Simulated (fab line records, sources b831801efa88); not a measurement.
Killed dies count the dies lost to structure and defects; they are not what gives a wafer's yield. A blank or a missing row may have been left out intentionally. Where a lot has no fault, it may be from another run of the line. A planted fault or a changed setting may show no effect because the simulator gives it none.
Check for tools in common    flow sky130    39 wafers sampled across 13 lots

== THE REASON FOR OPENING IT ==
At SKY_LDD_P_TW_MEAS_11 the reading LDD_P_TW is flagged on 1 of 13 lots. Wafers without a fault read 637.6, standard deviation 2.8.
Rule: a lot gets a flag if all its wafers with a number sit over 4 standard deviations from that mean, or if no wafer of it has a number. As for the other lots, they are considered sound.

lot   measured      on             LDD_P_TW, wafer by wafer  flag
L522  day 18 10:23  film_metro-01  642.4 642.5 643.6         
L524  day 19 13:53  film_metro-03  633.2 635.8 637.4         
L525  day 20 05:37  film_metro-01  636.7 638.8 635.5         
L526  day 20 14:32  film_metro-03  638.5 640.1 640.1         
L531  day 22 11:35  film_metro-01  638.8 640.3 639.6         
L532  day 22 16:14  film_metro-04  634.5 636.7 635.3         
L533  day 23 03:01  film_metro-03  235.6 226.2 230.8         FLAGGED
L539  day 25 04:10  film_metro-04  641.3 641.0 640.8         
L541  day 25 21:23  film_metro-03  640.1 636.4 639.5         
L542  day 26 08:32  film_metro-04  637.4 642.9 638.9         
L543  day 26 13:54  film_metro-03  635.2 635.4 637.9         
L544  day 27 01:03  film_metro-01  638.2 634.8 638.2         
L545  day 27 04:34  film_metro-04  634.8 635.4 637.0         
The numbers of the flagged lots are 230.9 on average: -406.7 against the usual, or -99 or more standard deviations.

== TOOL THAT RAN EACH LOT ==
The record holds 3 process steps before the reading, out of a route of 708 steps. In each cell: the tool, then ch and the chambers that the sampled wafers went through, then the start.
lot   flag     SKY_POLY_GATE_STRIP_18                SKY_LDD_N_STRIP_16                    SKY_LDD_P_STRIP_10
L522           plasma_asher-02 ch 0,1, day 15 17:22  plasma_asher-03 ch 0,1, day 17 03:33  plasma_asher-02 ch 0,1, day 18 10:16
L524           plasma_asher-02 ch 0,1, day 16 21:17  plasma_asher-01 ch 0,1, day 18 06:56  plasma_asher-02 ch 0,1, day 19 13:48
L525           plasma_asher-04 ch 0,1, day 17 11:19  plasma_asher-01 ch 0,1, day 18 22:33  plasma_asher-02 ch 0,1, day 20 05:31
L526           plasma_asher-03 ch 1, day 17 21:10    plasma_asher-01 ch 0, day 19 07:21    plasma_asher-02 ch 0,1, day 20 14:25
L531           plasma_asher-03 ch 0,1, day 19 16:31  plasma_asher-03 ch 0,1, day 21 04:27  plasma_asher-01 ch 0,1, day 22 11:29
L532           plasma_asher-03 ch 0,1, day 20 00:19  plasma_asher-03 ch 0,1, day 21 09:57  plasma_asher-01 ch 0,1, day 22 16:08
L533  FLAGGED  plasma_asher-03 ch 0,1, day 20 11:52  plasma_asher-03 ch 0,1, day 21 20:54  plasma_asher-04 ch 0,1, day 23 02:55
L539           plasma_asher-03 ch 0,1, day 22 12:10  plasma_asher-01 ch 0,1, day 23 21:59  plasma_asher-04 ch 0,1, day 25 04:04
L541           plasma_asher-02 ch 0,1, day 23 07:46  plasma_asher-02 ch 0,1, day 24 15:44  plasma_asher-02 ch 0,1, day 25 21:16
L542           plasma_asher-04 ch 0,1, day 23 19:28  plasma_asher-01 ch 0,1, day 25 03:29  plasma_asher-01 ch 0,1, day 26 08:26
L543           plasma_asher-04 ch 0,1, day 24 00:56  plasma_asher-02 ch 0,1, day 25 08:59  plasma_asher-04 ch 0,1, day 26 13:49
L544           plasma_asher-03 ch 0,1, day 24 12:29  plasma_asher-01 ch 0,1, day 25 19:56  plasma_asher-04 ch 0,1, day 27 00:58
L545           plasma_asher-03 ch 0,1, day 24 17:01  plasma_asher-01 ch 0,1, day 25 23:36  plasma_asher-01 ch 0,1, day 27 04:28
What the steps here do:
- SKY_POLY_GATE_STRIP_18: strips in O2/N2.
- SKY_LDD_N_STRIP_16: strips in O2/N2.
- SKY_LDD_P_STRIP_10: strips in O2/N2.
- SKY_LDD_P_TW_MEAS_11

== FLAGGED AGAINST TOTAL, ONE TOOL AT A TIME (gauges that did the reading follow at the end) ==
step                    tool             lots run  flagged  share of the flagged lots  sound lots run after its first flagged lot
SKY_POLY_GATE_STRIP_18  plasma_asher-02  3         0        none                       -
SKY_POLY_GATE_STRIP_18  plasma_asher-03  7         1        all                        3 (L539,L544,L545)
SKY_POLY_GATE_STRIP_18  plasma_asher-04  3         0        none                       -
SKY_LDD_N_STRIP_16      plasma_asher-01  7         0        none                       -
SKY_LDD_N_STRIP_16      plasma_asher-02  2         0        none                       -
SKY_LDD_N_STRIP_16      plasma_asher-03  4         1        all                        0
SKY_LDD_P_STRIP_10      plasma_asher-01  4         0        none                       -
SKY_LDD_P_STRIP_10      plasma_asher-02  5         0        none                       -
SKY_LDD_P_STRIP_10      plasma_asher-04  4         1        all                        3 (L539,L543,L544)
SKY_LDD_P_TW_MEAS_11    film_metro-01    4         0        none                       -
SKY_LDD_P_TW_MEAS_11    film_metro-03    5         1        all                        2 (L541,L543)
SKY_LDD_P_TW_MEAS_11    film_metro-04    4         0        none                       -

== WHAT THE TABLE ALLOWS ==
4 rows of the table ran every flagged lot: plasma_asher-03 at SKY_POLY_GATE_STRIP_18, plasma_asher-03 at SKY_LDD_N_STRIP_16, plasma_asher-04 at SKY_LDD_P_STRIP_10, film_metro-03 at SKY_LDD_P_TW_MEAS_11.
- plasma_asher-03 at SKY_POLY_GATE_STRIP_18: 1 of its 7 lots flagged. After the first flagged lot (L539, L544, L545), sound lots still ran on it; a lasting fault on the whole tool would not permit that.
- plasma_asher-03 at SKY_LDD_N_STRIP_16: 1 of its 4 lots flagged. It ran its last sound lot, L532, at day 21 09:57 and its first flagged lot, L533, at day 21 20:54: a fault with its onset between the two fits. Its own readings lie more than 4 standard deviations out on every wafer of the flagged lots: oes_product_au.
- plasma_asher-04 at SKY_LDD_P_STRIP_10: 1 of its 4 lots flagged. After the first flagged lot (L539, L543, L544), sound lots still ran on it; a lasting fault on the whole tool would not permit that. Its own readings lie more than 4 standard deviations out on every wafer of the flagged lots: strip_time_to_endpoint_s.
- film_metro-03 at SKY_LDD_P_TW_MEAS_11: 1 of its 5 lots flagged. After the first flagged lot (L541, L543), sound lots still ran on it; a lasting fault on the whole tool would not permit that.
plasma_asher-03 at SKY_LDD_N_STRIP_16 is the single tool remaining.

== WHAT THE SIMULATOR PUT IN ==
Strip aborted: plasma_asher-03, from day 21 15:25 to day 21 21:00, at SKY_LDD_N_STRIP_16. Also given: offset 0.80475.
Struck lots among those shown: L533. The rule given above showed the same thing.
